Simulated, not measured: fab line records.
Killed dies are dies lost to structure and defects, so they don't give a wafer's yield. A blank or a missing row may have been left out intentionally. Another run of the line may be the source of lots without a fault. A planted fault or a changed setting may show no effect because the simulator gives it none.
fab line records    flow gf180mcu
record lots=5  wafers=15  last_day=33
route steps=602 shown POLY_GATE@162 HV_LDD@176
lots with no fault: from the same line, run without faults
start_h: start of the lot's first displayed wafer, in hours after the record's first day    wait_h: hours since the lot's step before    " identical to the entry in the row above    L1.1+2: one row covering several wafers at once    - either no value or no given start    * or withheld: withheld    < > ~ a bound
route shown NAME@n: a module of which the file shows steps, and the number in the route of the first    usual: mean/standard deviation of fault-free wafers    same: alike in all rows    chamber/n: place in a boat    sites: each site's reading    _std_site: standard deviation of those values    _edge_site: inner sites' mean taken away from outer sites' mean    radius_mm: for every site, how far away it sits from the centre of the wafer    mask NAME#n: copy n    behind: the tool/chamber that last shaped the wafer    hold: cause of the lot's hold/its duration in hours/its outcome    device: transistor that didn't switch, given as n, p or np    end of line: tests of these same wafers at the route's end    a step given without rows: its recipe and nothing more    killed: dies that structure and defects cost at the first sort, which is not the same as the wafer's yield    map: shows each die of a wafer: x if killed, . if not, _ if none is there
set.NAME: the run value of the setting; set.NAME@STEP: its run value at that earlier step    model.NAME: the simulator's own value behind a step, which no gauge read
a table for each step, a row for each wafer; lots at some steps of the route
services: the hour from which a tool's chamber was out of use, counted from the record's first day as start_h (under 0 if before that day), plus the number of hours and why
## steps
# step GF_POLY_GATE_COAT_05
# recipe resist=KrF  spin_rpm=withheld  resist_thk_nm=700
# usual chill_plate_temp_C=23.01/0.11
lot.wafer  tool            chamber  start_h  wait_h  chill_plate_temp_C
L074.1     litho_track-01  0        -        -       22.99
L074.3     "               0        "        "       23.18
L074.5     "               0        "        "       23.07
L080.3     litho_track-04  0        -        -       23.10
L080.5     "               0        "        "       22.99
L080.6     "               0        "        "       22.95
L084.1     litho_track-04  0        -        -       23.07
L084.3     "               0        "        "       23.12
L084.5     "               0        "        "       22.98
L088.1     litho_track-01  0        -        -       23.19
L088.2     "               0        "        "       22.89
L088.3     "               0        "        "       22.99
L089.4     litho_track-01  0        -        -       22.75
L089.5     "               0        "        "       22.94
L089.6     "               0        "        "       22.98
# step GF_POLY_GATE_SOFTBAKE_06
# recipe temp_c=130  time_s=60  resist=KrF
# usual chill_plate_temp_C=23.01/0.099  heater_power_total_W=93.06/0.063
lot.wafer  tool            chamber  start_h  wait_h  chill_plate_temp_C  heater_power_total_W
L074.1     litho_track-01  0        -        -       23.04               93.12
L074.3     "               0        "        "       23.17               93.07
L074.5     "               0        "        "       23.09               93.05
L080.3     litho_track-04  0        -        -       23.12               93.13
L080.5     "               0        "        "       23.12               93.13
L080.6     "               0        "        "       23.02               93.06
L084.1     litho_track-04  0        -        -       22.96               92.99
L084.3     "               0        "        "       22.90               93.19
L084.5     "               0        "        "       23.04               92.99
L088.1     litho_track-01  0        -        -       23.09               93.12
L088.2     "               0        "        "       23.21               92.99
L088.3     "               0        "        "       23.06               93.10
L089.4     litho_track-01  0        -        -       23.03               93.05
L089.5     "               0        "        "       22.92               93.07
L089.6     "               0        "        "       23.03               93.03
# step GF_POLY_GATE_EXPOSE_07
# recipe mask_id=Poly2  target_cd_nm=280  na=0.68  source_shape=conventional  sigma_outer=0.6  dose_mj=28
# usual focus_offset_nm=0.0/0.59
lot.wafer  tool            chamber  start_h  wait_h  mask     focus_offset_nm
L074.1     krf_scanner-02  0        -        -       Poly2#0  0.2
L074.3     "               0        "        "       Poly2#0  0.0
L074.5     "               0        "        "       Poly2#0  -0.3
L080.3     krf_scanner-01  0        -        -       Poly2#0  -0.3
L080.5     "               0        "        "       Poly2#0  1.1
L080.6     "               0        "        "       Poly2#0  0.5
L084.1     krf_scanner-02  0        -        -       Poly2#0  0.1
L084.3     "               0        "        "       Poly2#0  -1.4
L084.5     "               0        "        "       Poly2#0  -0.3
L088.1     krf_scanner-02  0        -        -       Poly2#0  1.1
L088.2     "               0        "        "       Poly2#0  -0.9
L088.3     "               0        "        "       Poly2#0  0.3
L089.4     krf_scanner-01  0        -        -       Poly2#0  -0.6
L089.5     "               0        "        "       Poly2#0  -0.6
L089.6     "               0        "        "       Poly2#0  -0.3
# step GF_POLY_GATE_PEB_08
# recipe peb_temp_c=135  peb_time_s=90  resist=KrF
# usual chill_plate_temp_C=23.00/0.11  heater_power_total_W=85.70/0.081
lot.wafer  tool            chamber  start_h  wait_h  chill_plate_temp_C  heater_power_total_W
L074.1     litho_track-03  0        -        -       22.95               85.77
L074.3     "               0        "        "       22.93               85.73
L074.5     "               0        "        "       22.95               85.63
L080.3     litho_track-03  0        -        -       23.06               85.70
L080.5     "               0        "        "       22.95               85.79
L080.6     "               0        "        "       23.08               85.80
L084.1     litho_track-01  0        -        -       22.78               85.74
L084.3     "               0        "        "       23.03               85.74
L084.5     "               0        "        "       22.91               85.80
L088.1     litho_track-03  0        -        -       22.77               85.56
L088.2     "               0        "        "       22.93               85.72
L088.3     "               0        "        "       22.96               85.60
L089.4     litho_track-01  0        -        -       23.05               85.65
L089.5     "               0        "        "       23.03               85.82
L089.6     "               0        "        "       22.98               85.76
# step GF_POLY_GATE_DEVELOP_09
# recipe develop_time_s=60  resist=KrF  dev_temp_c=21
# usual chill_plate_temp_C=22.98/0.11
lot.wafer  tool            chamber  start_h  wait_h  chill_plate_temp_C
L074.1     litho_track-03  0        198.51   0.2     23.02
L074.3     "               0        "        "       23.06
L074.5     "               0        "        "       22.96
L080.3     litho_track-03  0        252.06   0.1     23.01
L080.5     "               0        "        "       22.91
L080.6     "               0        "        "       22.95
L084.1     litho_track-01  0        268.76   0.2     22.79
L084.3     "               0        "        "       22.98
L084.5     "               0        "        "       23.03
L088.1     litho_track-03  0        302.01   0.2     22.93
L088.2     "               0        "        "       22.93
L088.3     "               0        "        "       22.83
L089.4     litho_track-01  0        309.98   0.1     23.17
L089.5     "               0        "        "       23.00
L089.6     "               0        "        "       22.89
# step GF_POLY_GATE_CD_MEAS_10
# recipe target_cd_nm=280
# usual cd_nm=279.5/1.2
lot.wafer  tool       chamber  start_h  wait_h  cd_nm
L074.1     cd_sem-02  -        198.66   0.1     281.7
L074.3     "          -        "        "       281.9
L074.5     "          -        "        "       279.4
L080.3     cd_sem-02  -        252.20   0.1     279.0
L080.5     "          -        "        "       277.4
L080.6     "          -        "        "       277.5
L084.1     cd_sem-01  -        268.91   0.1     279.9
L084.3     "          -        "        "       280.6
L084.5     "          -        "        "       279.7
L088.1     cd_sem-02  -        302.16   0.1     279.2
L088.2     "          -        "        "       278.8
L088.3     "          -        "        "       278.7
L089.4     cd_sem-02  -        310.12   0.1     277.7
L089.5     "          -        "        "       278.2
L089.6     "          -        "        "       278.1
# step GF_POLY_GATE_OVL_MEAS_11
# usual POLY_GATE_OVL=-4/4.8
lot.wafer  tool        chamber  start_h  wait_h  POLY_GATE_OVL[nm]
L074.1     overlay-02  -        198.78   0.1     -3
L074.3     "           -        "        "       -9
L074.5     "           -        "        "       -6
L080.3     overlay-01  -        252.30   0.1     -8
L080.5     "           -        "        "       0
L080.6     "           -        "        "       7
L084.1     overlay-02  -        269.03   0.1     2
L084.3     "           -        "        "       -3
L084.5     "           -        "        "       3
L088.1     overlay-01  -        302.28   0.1     -3
L088.2     "           -        "        "       -6
L088.3     "           -        "        "       -3
L089.4     overlay-01  -        310.19   0.1     -6
L089.5     "           -        "        "       -4
L089.6     "           -        "        "       0
# step GF_POLY_GATE_ETCH_12
# recipe chemistry=N2/H2  target_depth_a=withheld  overetch_a=withheld  time_s=withheld  target=BARC  ion_energy_ev=200  source_w=500  bias_w=100  pressure_mtorr=30  n2_flow_sccm=100  h2_flow_sccm=200
# usual bias_w=99.98/0.29  chamber_pressure_mTorr=29.999/0.025  drypump_motor_current_A=5.8/0.49  oes_product_au=0.736/0.005  rf_fwd_power_W=495.7/1.8  throttle_valve_pct=13.214/0.0096
lot.wafer  tool         chamber  start_h  wait_h  bias_w  chamber_pressure_mTorr  drypump_motor_current_A  oes_product_au  rf_fwd_power_W  throttle_valve_pct
L074.1     rie_diel-02  0        198.82   0.0     100.24  30.007                  6.2                      0.730           496.6           13.227
L074.3     "            3        "        "       100.64  30.003                  5.5                      0.735           494.3           13.209
L074.5     "            2        "        "       100.17  30.007                  5.8                      0.740           495.3           13.203
L080.3     rie_diel-02  3        252.32   0.0     99.55   29.983                  5.5                      0.733           493.3           13.216
L080.5     "            0        "        "       99.79   29.996                  6.2                      0.745           498.1           13.223
L080.6     "            1        "        "       100.22  29.987                  5.2                      0.744           496.6           13.217
L084.1     rie_diel-04  0        269.06   0.0     100.33  29.995                  5.8                      0.733           499.0           13.200
L084.3     "            3        "        "       99.97   30.022                  6.6                      0.724           496.5           13.220
L084.5     "            2        "        "       99.70   30.012                  5.1                      0.736           493.1           13.212
L088.1     rie_diel-03  0        302.32   0.0     99.85   29.986                  5.9                      0.744           493.5           13.196
L088.2     "            2        "        "       100.07  30.023                  5.2                      0.729           495.9           13.211
L088.3     "            1        "        "       100.36  29.983                  5.8                      0.736           493.6           13.225
L089.4     rie_diel-03  2        310.21   0.0     99.91   29.936                  5.2                      0.740           497.2           13.202
L089.5     "            2        "        "       99.75   29.981                  5.2                      0.732           497.7           13.210
L089.6     "            3        "        "       99.69   30.023                  6.7                      0.737           494.7           13.219
# step GF_POLY_GATE_ETCH_13
# recipe target=poly-Si  target_depth_nm=198.5  stop_on=SiO2  over_etch_frac=0.403  chemistry=HBr/Cl2  icp_w=400  bias_w=100  pressure_mtorr=10  HBr_flow_sccm=150  Cl2_flow_sccm=50  time_s=69.6
# usual bias_w=100.00/0.28  chamber_pressure_mTorr=10.002/0.0095  drypump_motor_current_A=5.57/0.29  oes_product_au=0.989/0.008  rf_fwd_power_W=396.5/1.5  throttle_valve_pct=33.685/0.0081
lot.wafer  tool       chamber  start_h  wait_h  bias_w  chamber_pressure_mTorr  drypump_motor_current_A  oes_product_au  rf_fwd_power_W  rf_hours_counter_h  throttle_valve_pct
L074.1     rie_si-02  3        198.87   -       100.16  9.999                   5.53                     0.991           399.8           52                  33.669
L074.3     "          0        "        "       100.53  10.005                  5.62                     0.996           395.8           73                  33.686
L074.5     "          2        "        "       99.85   10.005                  5.63                     0.999           397.1           -                   33.694
L080.3     rie_si-02  0        252.37   -       99.64   10.003                  5.65                     0.995           397.5           73                  33.686
L080.5     "          0        "        "       99.22   9.984                   5.62                     0.999           397.6           -                   33.679
L080.6     "          3        "        "       100.32  9.984                   5.53                     0.988           396.0           -                   33.678
L084.1     rie_si-01  1        269.11   -       100.09  9.997                   5.90                     0.982           395.9           0                   33.692
L084.3     "          2        "        "       100.17  10.005                  6.13                     1.001           398.0           101                 33.683
L084.5     "          3        "        "       100.24  10.003                  5.22                     0.993           396.4           -                   33.674
L088.1     rie_si-02  0        302.37   -       99.94   9.994                   5.65                     0.998           398.6           74                  33.690
L088.2     "          2        "        "       99.43   9.998                   5.67                     0.983           396.2           76                  33.684
L088.3     "          1        "        "       99.96   10.016                  5.64                     0.986           396.1           0                   33.689
L089.4     rie_si-01  0        310.29   -       100.18  9.996                   5.17                     0.996           394.2           -                   33.681
L089.5     "          1        "        "       100.01  10.008                  5.91                     0.971           397.9           -                   33.682
L089.6     "          3        "        "       100.00  10.003                  5.22                     0.996           396.3           -                   33.691
# step GF_POLY_GATE_STRIP_14
# recipe chemistry=O2/N2  power_w=1400  pressure_mtorr=1500  platen_temp_c=250  o2_flow_sccm=3000  n2_flow_sccm=300  overash_fraction=0.5
# usual chamber_pressure_mTorr=1500.1/1.4  drypump_motor_current_A=5.62/0.29  heater_power_w=344/27  oes_product_au=0.505/0.0046
lot.wafer  tool             chamber  start_h  wait_h  chamber_pressure_mTorr  drypump_motor_current_A  heater_power_w  oes_product_au  rf_hours_counter_h
L074.1     plasma_asher-04  1        198.93   0.0     1500.4                  5.59                     390             0.502           38
L074.3     "                1        "        "       1501.2                  5.57                     390             0.505           -
L074.5     "                0        "        "       1500.6                  5.08                     355             0.506           -
L080.3     plasma_asher-01  1        252.46   0.1     1502.0                  5.74                     357             0.506           -
L080.5     "                1        "        "       1500.1                  5.72                     349             0.499           -
L080.6     "                0        "        "       1501.4                  5.89                     308             0.501           -
L084.1     plasma_asher-02  1        269.17   0.0     1500.1                  5.89                     329             0.512           14
L084.3     "                1        "        "       1499.8                  5.88                     331             0.507           -
L084.5     "                0        "        "       1501.1                  5.57                     321             0.507           -
L088.1     plasma_asher-01  1        302.42   0.0     1501.6                  5.73                     349             0.506           64
L088.2     "                0        "        "       1496.6                  5.88                     306             0.509           64
L088.3     "                0        "        "       1498.8                  5.90                     309             0.514           -
L089.4     plasma_asher-02  1        310.35   0.0     1501.0                  5.90                     320             0.501           -
L089.5     "                0        "        "       1499.3                  5.57                     323             0.503           -
L089.6     "                1        "        "       1500.1                  5.94                     324             0.507           -
# step GF_POLY_GATE_CLEAN_15
# recipe chemistry=SC1/SC2  mix=1:4:20  temp_c=70  time_s=150  dry=n2_spin
lot.wafer   tool          chamber  start_h  wait_h
L074.1+3+5  wet_bench-01  3        199.03   0.1
L080.3+5+6  wet_bench-03  3        252.53   0.0
L084.1+3+5  wet_bench-03  3        269.27   0.1
L088.1+2+3  wet_bench-01  0        302.52   0.1
L089.4+5+6  wet_bench-01  0        310.42   0.0
# step GF_POLY_GATE_OXIDATION_16
# recipe temp_c=850  ambient=O2  stabilise_s=600  purge_s=300  target_thk_a=40  ox_time_s=899
# usual spike_tc_lower_C=851.2/1.2  zone_power_bottom_pct=22.6/0.57
lot.wafer  tool        chamber  start_h  wait_h  spike_tc_lower_C  zone_power_bottom_pct
L074.1     furnace-01  0        199.36   0.3     850.0             21.8
L074.3     "           0        "        "       850.2             22.3
L074.5     "           0        "        "       851.5             22.2
L080.3     furnace-02  0        253.10   0.5     851.2             22.8
L080.5     "           0        "        "       851.9             23.1
L080.6     "           0        "        "       851.3             23.7
L084.1     furnace-01  0        269.32   0.0     852.0             22.5
L084.3     "           0        "        "       850.6             21.7
L084.5     "           0        "        "       850.8             22.6
L088.1     furnace-01  0        302.57   0.0     850.9             21.8
L088.2     "           0        "        "       850.3             22.6
L088.3     "           0        "        "       850.7             22.6
L089.4     furnace-01  0        311.75   1.3     849.9             21.9
L089.5     "           0        "        "       852.7             22.1
L089.6     "           0        "        "       851.8             21.8
# step GF_POLY_GATE_THK_MEAS_17
# recipe reads=SiO2_of_POLY_GATE_OXIDATION_16
# usual POLY_GATE_OXIDATION_THK=4.06/0.07
lot.wafer  tool           chamber  start_h  wait_h  POLY_GATE_OXIDATION_THK[nm]
L074.1     film_metro-02  -        200.61   0.0     3.96
L074.3     "              -        "        "       3.96
L074.5     "              -        "        "       3.94
L080.3     film_metro-02  -        254.37   0.0     4.05
L080.5     "              -        "        "       4.18
L080.6     "              -        "        "       4.04
L084.1     film_metro-02  -        270.57   0.0     4.17
L084.3     "              -        "        "       3.99
L084.5     "              -        "        "       4.11
L088.1     film_metro-01  -        303.82   0.0     3.93
L088.2     "              -        "        "       4.00
L088.3     "              -        "        "       3.98
L089.4     film_metro-01  -        313.03   0.0     4.04
L089.5     "              -        "        "       4.09
L089.6     "              -        "        "       4.13
# step GF_POLY_GATE_CD_MEAS_18
# usual cd_nm=280.2/1.8
lot.wafer  tool       chamber  start_h  wait_h  cd_nm
L074.1     cd_sem-02  -        200.67   0.1     281.0
L074.3     "          -        "        "       280.7
L074.5     "          -        "        "       280.4
L080.3     cd_sem-01  -        254.47   0.1     276.9
L080.5     "          -        "        "       276.8
L080.6     "          -        "        "       276.1
L084.1     cd_sem-01  -        270.63   0.1     280.0
L084.3     "          -        "        "       282.0
L084.5     "          -        "        "       280.2
L088.1     cd_sem-01  -        303.88   0.1     276.9
L088.2     "          -        "        "       278.0
L088.3     "          -        "        "       280.4
L089.4     cd_sem-02  -        313.17   0.1     280.5
L089.5     "          -        "        "       280.7
L089.6     "          -        "        "       282.9
# step GF_HV_LDD_DEHYDRATE_00
# recipe temp_c=200  time_s=60
# usual chill_plate_temp_C=22.99/0.11  heater_power_total_W=160.37/0.12
lot.wafer  tool            chamber  start_h  wait_h  chill_plate_temp_C  heater_power_total_W
L074.1     litho_track-03  0        209.06   8.4     22.97               160.23
L074.3     "               0        "        "       22.93               160.41
L074.5     "               0        "        "       22.99               160.39
L080.3     litho_track-02  0        263.76   9.3     23.05               160.34
L080.5     "               0        "        "       23.03               160.30
L080.6     "               0        "        "       22.88               160.41
L084.1     litho_track-04  0        280.14   9.5     22.92               160.41
L084.3     "               0        "        "       22.91               160.51
L084.5     "               0        "        "       22.95               160.27
L088.1     litho_track-02  0        314.06   10.1    23.13               160.36
L088.2     "               0        "        "       22.98               160.49
L088.3     "               0        "        "       23.01               160.25
L089.4     litho_track-02  0        323.28   10.1    23.02               160.30
L089.5     "               0        "        "       23.04               160.32
L089.6     "               0        "        "       23.03               160.37
# step GF_HV_LDD_HMDS_01
# recipe prime_time_s=60  prime_temp_c=120
# usual chill_plate_temp_C=23.00/0.12
lot.wafer  tool            chamber  start_h  wait_h  chill_plate_temp_C
L074.1     litho_track-03  0        209.21   0.1     23.17
L074.3     "               0        "        "       23.11
L074.5     "               0        "        "       23.20
L080.3     litho_track-02  0        263.91   0.1     22.89
L080.5     "               0        "        "       22.91
L080.6     "               0        "        "       22.88
L084.1     litho_track-04  0        280.29   0.1     23.07
L084.3     "               0        "        "       23.12
L084.5     "               0        "        "       23.07
L088.1     litho_track-02  0        314.21   0.1     23.02
L088.2     "               0        "        "       22.98
L088.3     "               0        "        "       23.05
L089.4     litho_track-02  0        323.43   0.1     23.04
L089.5     "               0        "        "       22.94
L089.6     "               0        "        "       22.94
# step GF_HV_LDD_COAT_02
# recipe resist=NOVOLAK  spin_rpm=3000  resist_thk_nm=1000
# usual chill_plate_temp_C=22.99/0.11
lot.wafer  tool            chamber  start_h  wait_h  chill_plate_temp_C
L074.1     litho_track-03  0        209.36   0.1     22.93
L074.3     "               0        "        "       23.04
L074.5     "               0        "        "       23.09
L080.3     litho_track-02  0        264.06   0.1     23.09
L080.5     "               0        "        "       23.16
L080.6     "               0        "        "       23.16
L084.1     litho_track-04  0        280.44   0.1     22.75
L084.3     "               0        "        "       22.81
L084.5     "               0        "        "       22.70
L088.1     litho_track-02  0        314.36   0.1     22.93
L088.2     "               0        "        "       23.10
L088.3     "               0        "        "       23.20
L089.4     litho_track-02  0        323.58   0.1     22.85
L089.5     "               0        "        "       22.99
L089.6     "               0        "        "       23.00
# step GF_HV_LDD_SOFTBAKE_03
# recipe temp_c=90  time_s=60  resist=NOVOLAK
# usual chill_plate_temp_C=23.00/0.096  heater_power_total_W=56.60/0.041
lot.wafer  tool            chamber  start_h  wait_h  chill_plate_temp_C  heater_power_total_W
L074.1     litho_track-03  0        209.51   0.1     22.96               56.55
L074.3     "               0        "        "       22.90               56.60
L074.5     "               0        "        "       22.90               56.69
L080.3     litho_track-02  0        264.21   0.1     22.88               56.57
L080.5     "               0        "        "       23.02               56.64
L080.6     "               0        "        "       22.91               56.63
L084.1     litho_track-04  0        280.59   0.1     23.03               56.54
L084.3     "               0        "        "       23.01               56.60
L084.5     "               0        "        "       23.01               56.61
L088.1     litho_track-02  0        314.51   0.1     23.00               56.65
L088.2     "               0        "        "       23.08               56.53
L088.3     "               0        "        "       22.92               56.62
L089.4     litho_track-02  0        323.73   0.1     23.00               56.60
L089.5     "               0        "        "       23.21               56.61
L089.6     "               0        "        "       23.14               56.65
# step GF_HV_LDD_EXPOSE_04
# recipe mask_id=Nplus_LV_AREA  target_cd_nm=400  na=0.6  source_shape=conventional  sigma_outer=0.6  dose_mj=140
# usual focus_offset_nm=0.0/0.56
lot.wafer  tool              chamber  start_h  wait_h  mask             focus_offset_nm
L074.1     iline_stepper-02  0        -        -       Nplus_LV_AREA#0  -0.4
L074.3     "                 0        "        "       Nplus_LV_AREA#0  -0.1
L074.5     "                 0        "        "       Nplus_LV_AREA#0  0.0
L080.3     iline_stepper-02  0        -        -       Nplus_LV_AREA#0  0.6
L080.5     "                 0        "        "       Nplus_LV_AREA#0  0.4
L080.6     "                 0        "        "       Nplus_LV_AREA#0  0.6
L084.1     iline_stepper-02  0        -        -       Nplus_LV_AREA#0  -0.3
L084.3     "                 0        "        "       Nplus_LV_AREA#0  0.0
L084.5     "                 0        "        "       Nplus_LV_AREA#0  0.0
L088.1     iline_stepper-02  0        -        -       Nplus_LV_AREA#0  0.1
L088.2     "                 0        "        "       Nplus_LV_AREA#0  -1.0
L088.3     "                 0        "        "       Nplus_LV_AREA#0  -0.2
L089.4     iline_stepper-02  0        -        -       Nplus_LV_AREA#0  0.2
L089.5     "                 0        "        "       Nplus_LV_AREA#0  0.0
L089.6     "                 0        "        "       Nplus_LV_AREA#0  0.9
# step GF_HV_LDD_PEB_05
# recipe temp_c=withheld  time_s=*  resist=NOVOLAK
# usual chill_plate_temp_C=*
lot.wafer  tool            chamber  start_h  wait_h  chill_plate_temp_C
L074.1     litho_track-03  0        -        -       *
L074.3     "               0        "        "       *
L074.5     "               0        "        "       *
L080.3     litho_track-03  0        -        -       *
L080.5     "               0        "        "       *
L080.6     "               0        "        "       *
L084.1     litho_track-04  0        -        -       *
L084.3     "               0        "        "       *
L084.5     "               0        "        "       *
L088.1     litho_track-02  0        -        -       *
L088.2     "               0        "        "       *
L088.3     "               0        "        "       *
L089.4     litho_track-02  0        -        -       *
L089.5     "               0        "        "       *
L089.6     "               0        "        "       *
# step GF_HV_LDD_DEVELOP_06
# recipe develop_time_s=60  dev_temp_c=23
# usual chill_plate_temp_C=22.98/0.1
lot.wafer  tool            chamber  start_h  wait_h  chill_plate_temp_C
L074.1     litho_track-03  0        218.51   0.1     23.07
L074.3     "               0        "        "       23.04
L074.5     "               0        "        "       23.02
L080.3     litho_track-03  0        273.81   0.1     23.05
L080.5     "               0        "        "       23.07
L080.6     "               0        "        "       22.94
L084.1     litho_track-04  0        290.49   0.1     22.86
L084.3     "               0        "        "       22.80
L084.5     "               0        "        "       22.85
L088.1     litho_track-02  0        324.91   0.1     22.89
L088.2     "               0        "        "       22.89
L088.3     "               0        "        "       22.84
L089.4     litho_track-02  0        333.93   0.1     23.14
L089.5     "               0        "        "       22.94
L089.6     "               0        "        "       23.01
# step GF_HV_LDD_CD_MEAS_07
# recipe target_cd_nm=400
# usual cd_nm=401.0/2.1
lot.wafer  tool       chamber  start_h  wait_h  cd_nm
L074.1     cd_sem-02  -        218.66   0.1     402.4
L074.3     "          -        "        "       403.3
L074.5     "          -        "        "       402.1
L080.3     cd_sem-01  -        273.95   0.1     405.9
L080.5     "          -        "        "       402.4
L080.6     "          -        "        "       402.0
L084.1     cd_sem-02  -        290.64   0.1     399.1
L084.3     "          -        "        "       398.1
L084.5     "          -        "        "       397.9
L088.1     cd_sem-01  -        325.06   0.1     400.5
L088.2     "          -        "        "       400.5
L088.3     "          -        "        "       401.3
L089.4     cd_sem-02  -        334.07   0.1     402.6
L089.5     "          -        "        "       400.4
L089.6     "          -        "        "       399.8
# step GF_HV_LDD_OVL_MEAS_08
# usual HV_LDD_OVL=-0.9/1.5
lot.wafer  tool        chamber  start_h  wait_h  HV_LDD_OVL[nm]
L074.1     overlay-02  -        218.78   0.1     -0.7
L074.3     "           -        "        "       0.1
L074.5     "           -        "        "       -2.2
L080.3     overlay-01  -        274.04   0.1     0.5
L080.5     "           -        "        "       1.0
L080.6     "           -        "        "       2.2
L084.1     overlay-02  -        290.76   0.1     1.9
L084.3     "           -        "        "       1.4
L084.5     "           -        "        "       3.0
L088.1     overlay-02  -        325.18   0.1     1.8
L088.2     "           -        "        "       -2.7
L088.3     "           -        "        "       -1.3
L089.4     overlay-01  -        334.15   0.1     -0.2
L089.5     "           -        "        "       -0.3
L089.6     "           -        "        "       0.9
# step GF_HV_LDD_IMPLANT_09
# recipe species=As  energy_kev=40  dose_cm2=1e+14  tilt_deg=7
lot.wafer   tool          chamber  start_h  wait_h
L074.1+3+5  implanter-01  0        218.82   0.0
L080.3+5+6  implanter-01  0        274.12   0.1
L084.1+3+5  implanter-04  0        290.79   0.0
L088.1+2+3  implanter-01  0        325.21   0.0
L089.4+5+6  implanter-02  0        334.24   0.1
## services
tool              chamber  start_h  hours  kind
krf_scanner-02    -        178.68   3.6    pm
rie_diel-02       1        184.05   15.5   repair
furnace-01        -        185.80   4.0    pm
rie_diel-03       3        193.90   69.3   repair
plasma_asher-02   -        193.91   14.6   pm
rie_diel-03       1        202.11   14.1   repair
rie_diel-03       -        211.00   0.6    repair
krf_scanner-01    -        211.68   1.0    pm
plasma_asher-02   -        217.11   12.2   repair
rie_diel-03       2        218.05   20.4   repair
iline_stepper-02  -        218.61   9.3    repair
rie_diel-02       0        221.84   1.3    repair
wet_bench-03      -        224.76   7.7    repair
krf_scanner-02    -        231.35   1.3    pm
rie_si-02         0        235.74   3.0    repair
furnace-01        -        237.60   5.7    pm
rie_diel-02       3        237.93   1.3    repair
krf_scanner-02    -        260.40   0.8    pm
iline_stepper-02  -        267.78   1.7    pm
iline_stepper-02  -        271.13   4.4    pm
krf_scanner-02    -        281.96   0.8    pm
implanter-01      -        314.91   3.3    repair
krf_scanner-02    -        321.84   1.0    pm
iline_stepper-02  -        322.88   0.8    repair
## key
fault none
